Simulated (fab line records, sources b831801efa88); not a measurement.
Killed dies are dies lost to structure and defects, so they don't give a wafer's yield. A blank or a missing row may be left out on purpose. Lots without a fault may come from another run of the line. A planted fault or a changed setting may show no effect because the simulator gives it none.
fab line records | flow sfq_line
record lots=14 wafers=42 last_day=85
route steps=325 shown JJ@196 M5@205 I5@236 I6@278
lots that met no fault: from a run of the same line without faults
start_h: hours from the record's first day to the start of the lot's first wafer shown | wait_h: hours since the lot's step before | " the same as in the row above | L1.1+2: a row that stands for several wafers | - no value, or no start given | * or withheld: withheld | < > ~ a bound
route shown NAME@n: a module of which the file shows steps, and the number in the route of the first | usual: mean/standard deviation of fault-free wafers | same: alike in all rows | chamber/n: place in a boat | sites: the reading at each site | _std_site: their standard deviation | _edge_site: outer sites' mean less inner sites' | radius_mm: how far each site lies from the wafer's centre | mask NAME#n: copy n | behind: the tool/chamber that last shaped the wafer | hold: why the lot was held/for how many hours/how that ended | device: the transistor (n, p or np) that didn't switch | end of line: the same wafers' tests at the end of the route | a step without rows: its recipe alone | killed: dies lost to structure and defects at the first sort, not the wafer's yield | map: a wafer's dies, x killed, . not, _ none there
set.NAME: the setting as run; set.NAME@STEP: as run at that earlier step | model.NAME: the simulator's own value behind a step, which no gauge read
steps of the route over a sample of lots; a table a step, a row a wafer
services: from which hour (start_h, from the record's first day; less than 0 if before it) a tool's chamber was out of use, for how many hours, and why
## steps
# step SFQ_TRILAYER_JJ_CE_STRIP_STRIP_120
# recipe gas=O2 power_w=200 platen_temp_c=40 overash_fraction=0.65 chemistry=O2 pressure_mtorr=50
# usual drypump_motor_current_A=5.7/0.42 oes_product_au=0.998/0.0092
# columns lot.wafer tool chamber start_h wait_h drypump_motor_current_A oes_product_au rf_hours_counter_h
L110.1 rie_metal-04 1 1196.95 0.0 5.5 0.988 78
L110.2 " 0 " " 5.8 1.006 102
L110.6 " 0 " " 5.8 0.998 -
L111.2 rie_metal-04 0 1198.19 0.0 5.8 1.009 102
L111.3 " 0 " " 5.7 0.995 -
L111.4 " 1 " " 5.5 0.991 -
L112.3 rie_metal-02 1 1202.45 0.2 5.4 1.004 -
L112.5 " 0 " " 6.7 0.990 -
L112.6 " 1 " " 5.4 1.002 -
L113.2 rie_metal-04 1 1202.95 0.0 5.5 0.999 79
L113.3 " 1 " " 5.5 0.991 -
L113.5 " 0 " " 5.8 1.006 -
L114.2 rie_metal-03 1 1250.98 0.0 6.0 0.994 22
L114.4 " 0 " " 5.1 1.004 -
L114.6 " 1 " " 6.0 0.997 -
L115.4 rie_metal-03 1 1252.44 0.2 6.0 0.996 -
L115.5 " 0 " " 5.1 0.997 -
L115.6 " 1 " " 5.9 0.993 -
L118.1 rie_metal-04 1 1257.04 0.0 5.5 1.004 87
L118.3 " 1 " " 5.5 1.000 -
L118.4 " 0 " " 5.8 1.017 -
L119.2 rie_metal-02 0 1262.82 0.0 6.7 0.990 136
L119.4 " 1 " " 5.4 1.001 -
L119.6 " 0 " " 6.7 0.987 -
L120.3 rie_metal-03 0 1275.12 0.2 5.2 1.012 -
L120.4 " 1 " " 6.0 1.003 -
L120.5 " 0 " " 5.2 1.018 -
L129.1 rie_metal-03 0 1321.43 0.0 5.1 1.013 70
L129.2 " 1 " " 6.0 0.999 35
L129.6 " 0 " " 5.1 1.008 -
L130.2 rie_metal-04 1 1332.23 0.0 5.5 0.979 101
L130.3 " 0 " " 5.8 0.992 -
L130.6 " 1 " " 5.5 0.998 -
L131.1 rie_metal-02 0 1333.43 0.0 6.7 0.998 7
L131.2 " 1 " " 5.4 0.984 0
L131.3 " 1 " " 5.4 0.982 -
L132.4 rie_metal-04 0 1334.83 0.2 5.8 0.999 -
L132.5 " 0 " " 5.8 0.990 -
L132.6 " 1 " " 5.5 0.986 -
L133.1 rie_metal-02 1 1338.23 0.0 5.5 0.961 1
L133.5 " 1 " " 5.4 0.971 -
L133.6 " 0 " " 6.7 1.000 -
# step SFQ_TRILAYER_M5_BARC_OPEN_METAL_ETCH_161
# recipe mask_material=PR chemistry=O2 target_depth_nm=125 target=BARC icp_w=600 bias_w=80 pressure_mtorr=10.34 time_s=41.7
# usual bias_w=80.03/0.22 chamber_pressure_mTorr=10.339/0.0099 drypump_motor_current_A=5.7/0.34 oes_product_au=0.685/0.0044
# columns lot.wafer tool chamber start_h wait_h bias_w chamber_pressure_mTorr drypump_motor_current_A oes_product_au rf_hours_counter_h
L110.1 rie_metal-03 0 1203.58 0.0 79.77 10.331 5.1 0.681 55
L110.2 " 1 " " 79.60 10.336 6.0 0.694 16
L110.6 " 0 " " 80.06 10.356 5.1 0.687 -
L111.2 rie_metal-01 0 1204.78 0.0 80.59 10.337 5.9 0.685 126
L111.3 " 1 " " 79.81 10.355 6.2 0.690 -
L111.4 " 0 " " 80.13 10.335 5.9 0.690 -
L112.3 rie_metal-04 0 1206.00 0.0 80.24 10.367 5.8 0.687 -
L112.5 " 0 " " 80.17 10.345 5.8 0.685 -
L112.6 " 1 " " 80.42 10.339 5.5 0.694 -
L113.2 rie_metal-01 0 1217.57 0.0 80.08 10.339 5.9 0.684 128
L113.3 " 1 " " 80.21 10.347 6.2 0.682 -
L113.5 " 1 " " 79.73 10.342 6.2 0.688 -
L114.2 rie_metal-04 0 1376.80 0.0 79.76 10.340 5.8 0.678 131
L114.4 " 1 " " 80.30 10.330 5.5 0.690 -
L114.6 " 0 " " 79.79 10.329 5.8 0.685 -
L115.4 rie_metal-03 0 1378.02 0.0 79.62 10.347 5.1 0.687 -
L115.5 " 0 " " 80.05 10.330 5.1 0.682 -
L115.6 " 1 " " 80.18 10.332 6.0 0.681 -
L118.1 rie_metal-01 0 1387.60 0.0 79.81 10.336 5.9 0.685 14
L118.3 " 0 " " 79.78 10.342 5.9 0.686 -
L118.4 " 1 " " 79.88 10.334 6.1 0.695 -
L119.2 rie_metal-03 1 1393.60 0.0 79.86 10.328 6.0 0.689 44
L119.4 " 1 " " 79.77 10.337 6.0 0.679 -
L119.6 " 0 " " 79.99 10.339 5.2 0.685 -
L120.3 rie_metal-04 1 1398.42 0.0 80.05 10.341 5.5 0.680 -
L120.4 " 0 " " 80.33 10.342 5.8 0.684 -
L120.5 " 1 " " 80.27 10.331 5.5 0.682 -
L129.1 rie_metal-03 1 1434.53 0.0 80.20 10.340 6.0 0.684 48
L129.2 " 0 " " 80.31 10.345 5.1 0.678 83
L129.6 " 1 " " 79.88 10.339 6.0 0.683 -
L130.2 rie_metal-04 1 1443.07 0.0 79.88 10.362 5.5 0.688 -
L130.3 " 1 " " 80.08 10.327 5.5 0.674 -
L130.6 " 1 " " 79.92 10.357 5.5 0.682 -
L131.1 rie_metal-03 1 1444.25 0.0 79.91 10.344 6.0 0.698 49
L131.2 " 0 " " 80.08 10.335 5.2 0.680 84
L131.3 " 0 " " 79.85 10.336 5.1 0.688 -
L132.4 rie_metal-03 1 1446.67 0.0 79.90 10.325 6.0 0.688 -
L132.5 " 0 " " 80.06 10.336 5.1 0.681 -
L132.6 " 1 " " 79.99 10.343 5.9 0.686 -
L133.1 rie_metal-04 1 1449.05 0.0 80.27 10.319 5.5 0.677 117
L133.5 " 1 " " 80.13 10.332 5.5 0.682 -
L133.6 " 1 " " 80.37 10.356 5.5 0.690 -
# step SFQ_TRILAYER_I5_BARC_OPEN_VIA_ETCH_200
# recipe mask_material=PR chemistry=O2 target_depth_nm=125 target=BARC source_w=500 bias_w=80 pressure_mtorr=30 time_s=41.7
# usual bias_w=79.95/0.24 chamber_pressure_mTorr=30.000/0.026 drypump_motor_current_A=5.6/0.34 oes_product_au=0.684/0.0044
# columns lot.wafer tool chamber start_h wait_h bias_w chamber_pressure_mTorr drypump_motor_current_A oes_product_au rf_hours_counter_h
L110.1 rie_diel-02 3 1464.65 0.0 80.17 29.981 5.9 0.675 17
L110.2 " 1 " " 79.84 30.022 5.7 0.683 11
L110.6 " 1 " " 80.28 29.977 5.6 0.689 -
L111.2 rie_diel-01 3 1467.05 0.0 80.30 29.956 5.1 0.686 10
L111.3 " 1 " " 79.94 29.978 5.1 0.689 14
L111.4 " 0 " " 79.75 30.018 5.8 0.684 12
L112.3 rie_diel-02 2 1469.45 0.0 80.11 29.989 5.6 0.682 12
L112.5 " 3 " " 80.33 30.012 5.9 0.688 -
L112.6 " 0 " " 79.92 30.040 6.1 0.679 -
L113.2 rie_diel-02 3 1470.98 0.0 79.63 30.041 5.9 0.681 17
L113.3 " 0 " " 79.67 30.023 6.0 0.680 1
L113.5 " 3 " " 79.73 29.960 5.9 0.686 -
L114.2 rie_diel-01 3 1603.15 0.0 79.75 29.996 5.1 0.687 12
L114.4 " 1 " " 79.72 29.970 5.1 0.678 16
L114.6 " 0 " " 80.14 30.005 5.8 0.681 -
L115.4 rie_diel-01 1 1605.55 0.0 79.77 29.986 5.0 0.692 16
L115.5 " 3 " " 80.26 29.971 5.1 0.686 -
L115.6 " 0 " " 80.05 30.007 5.8 0.684 -
L118.1 rie_diel-01 0 1613.80 0.0 80.00 30.021 5.8 0.687 14
L118.3 " 2 " " 80.43 30.006 5.1 0.681 13
L118.4 " 3 " " 79.86 30.021 5.1 0.693 12
L119.2 rie_diel-03 2 1617.35 0.0 80.04 30.002 5.7 0.678 12
L119.4 " 3 " " 80.23 30.032 5.9 0.684 -
L119.6 " 1 " " 80.10 30.013 6.0 0.689 -
L120.3 rie_diel-01 2 1619.75 0.0 80.08 30.057 5.1 0.691 14
L120.4 " 1 " " 79.86 30.063 5.1 0.693 16
L120.5 " 0 " " 79.73 30.012 5.8 0.685 -
L129.1 rie_diel-02 3 1659.35 0.0 80.58 29.993 5.9 0.686 1
L129.2 " 2 " " 79.72 30.008 5.6 0.689 15
L129.6 " 1 " " 80.55 30.000 5.6 0.679 -
L130.2 rie_diel-02 1 1666.55 0.0 79.74 29.997 5.7 0.682 14
L130.3 " 2 " " 80.05 30.020 5.6 0.680 15
L130.6 " 2 " " 80.00 29.998 5.6 0.683 -
L131.1 rie_diel-01 1 1667.75 0.0 80.30 30.027 5.1 0.685 18
L131.2 " 0 " " 79.70 30.023 5.8 0.689 15
L131.3 " 2 " " 80.37 29.976 5.1 0.687 15
L132.4 rie_diel-03 0 1668.95 0.0 80.15 29.990 5.8 0.684 1
L132.5 " 3 " " 79.53 30.020 5.9 0.683 -
L132.6 " 2 " " 79.81 29.982 5.7 0.682 -
L133.1 rie_diel-02 0 1670.25 0.0 79.59 30.050 6.1 0.684 4
L133.5 " 2 " " 79.99 29.992 5.6 0.686 -
L133.6 " 3 " " 79.82 30.004 5.9 0.686 -
# step SFQ_TRILAYER_I6_VIA_ETCH_VIA_ETCH_172
# recipe target=SiO2 stop_on=Nb mask_material=PR taper_deg=20 chemistry=CHF3 target_depth_nm=260 source_w=500 bias_w=80 pressure_mtorr=30 time_s=withheld
# usual bias_w=80.04/0.21 chamber_pressure_mTorr=29.995/0.026 drypump_motor_current_A=5.7/0.4 oes_product_au=0.854/0.0049
# columns lot.wafer tool chamber start_h wait_h bias_w chamber_pressure_mTorr drypump_motor_current_A oes_product_au
L110.1 rie_diel-01 1 1678.60 0.0 79.98 29.980 5.1 0.856
L110.2 " 0 " " 79.80 30.034 5.8 0.862
L110.6 " 0 " " 79.89 30.027 5.8 0.846
L111.2 rie_diel-03 1 1680.89 0.0 79.98 30.041 6.0 0.855
L111.3 " 3 " " 79.76 29.980 5.9 0.854
L111.4 " 0 " " 80.36 29.977 5.8 0.854
L112.3 rie_diel-03 2 1685.69 0.0 80.17 30.015 5.7 0.848
L112.5 " 0 " " 80.11 29.998 5.8 0.854
L112.6 " 1 " " 80.02 30.011 6.0 0.852
L113.2 rie_diel-01 3 1689.29 0.0 80.14 29.998 5.1 0.856
L113.3 " 2 " " 80.12 29.992 5.1 0.852
L113.5 " 2 " " 80.07 30.012 5.1 0.851
L114.2 rie_diel-03 1 1729.02 0.0 79.79 30.033 6.0 0.857
L114.4 " 0 " " 79.58 29.991 5.8 0.847
L114.6 " 2 " " 79.82 30.040 5.7 0.843
L115.4 rie_diel-04 2 1732.62 0.0 79.77 29.997 5.0 0.857
L115.5 " 1 " " 80.09 30.011 6.2 0.859
L115.6 " 0 " " 80.04 30.017 6.0 0.852
L118.1 rie_diel-04 3 1747.14 0.0 79.96 29.975 6.3 0.851
L118.3 " 1 " " 80.51 29.985 6.2 0.851
L118.4 " 0 " " 80.31 29.955 6.0 0.848
L119.2 rie_diel-03 2 1751.94 0.0 - - - -
L119.4 " 0 " " - - - -
L119.6 " 1 " " - - - -
L120.3 rie_diel-04 3 1761.79 0.0 - - - -
L120.4 " 1 " " - - - -
L120.5 " 3 " " - - - -
L129.1 rie_diel-04 1 1817.12 0.0 79.87 29.959 6.2 0.854
L129.2 " 2 " " 79.87 30.016 5.0 0.849
L129.6 " 1 " " 79.96 29.979 6.2 0.860
L130.2 rie_diel-03 3 1818.32 0.0 79.97 29.966 5.9 0.855
L130.3 " 0 " " 79.77 29.951 5.8 0.846
L130.6 " 2 " " 80.05 29.960 5.7 0.860
L131.1 rie_diel-01 3 1820.72 0.0 80.46 29.982 5.1 0.851
L131.2 " 2 " " 79.89 29.984 5.1 0.855
L131.3 " 0 " " 79.76 29.979 5.8 0.859
L132.4 rie_diel-04 3 1850.58 0.0 80.10 29.966 6.3 0.845
L132.5 " 0 " " 80.37 29.997 6.0 0.864
L132.6 " 1 " " 80.16 30.035 6.2 0.854
L133.1 rie_diel-03 0 1855.38 0.0 80.25 29.992 5.8 0.858
L133.5 " 1 " " 80.31 30.006 6.0 0.862
L133.6 " 0 " " 80.05 30.006 5.8 0.852
## services
# columns tool chamber start_h hours kind
rie_metal-03 - 1186.53 2.8 pm
rie_metal-04 - 1200.38 0.2 repair
rie_metal-03 - 1249.23 1.4 pm
rie_metal-03 0 1285.36 17.0 repair
rie_metal-03 1 1295.89 2.4 repair
rie_diel-01 3 1301.70 11.7 repair
rie_metal-03 - 1315.40 0.2 repair
rie_metal-04 - 1351.83 2.8 pm
rie_diel-01 3 1353.37 3.2 repair
rie_metal-03 - 1461.88 0.3 repair
rie_diel-01 1 1473.03 4.9 repair
rie_diel-01 2 1507.74 2.0 repair
rie_diel-01 - 1549.49 2.8 pm
rie_diel-01 - 1558.03 14.6 pm
rie_metal-03 1 1646.11 3.0 repair
rie_diel-01 - 1671.37 1.3 repair
rie_metal-03 0 1671.49 21.4 repair
rie_diel-01 2 1690.87 1.4 repair
rie_metal-03 0 1703.34 18.9 repair
rie_diel-01 2 1744.61 7.9 repair
rie_diel-01 3 1752.91 2.7 repair
rie_diel-01 3 1815.16 1.3 repair
rie_diel-01 1 1823.23 7.5 repair
rie_diel-01 0 1833.46 9.9 repair
## key
first_sign step=SFQ_TRILAYER_I6_VIA_ETCH_VIA_ETCH_172 reading=tool_record direction=missing
effect none on later readings
met_at SFQ_TRILAYER_I6_VIA_ETCH_VIA_ETCH_172
struck_lots L119,L120
not_acting_at SFQ_TRILAYER_JJ_CE_STRIP_STRIP_120,SFQ_TRILAYER_M5_BARC_OPEN_METAL_ETCH_161,SFQ_TRILAYER_I5_BARC_OPEN_VIA_ETCH_200
onset_between 1747.14 1751.94
fault kind=skipped_step_whole tool=rie_diel-03,rie_diel-04 chamber=- onset_h=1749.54 steps=SFQ_TRILAYER_I6_VIA_ETCH_VIA_ETCH_172 scope=struck_lots_only
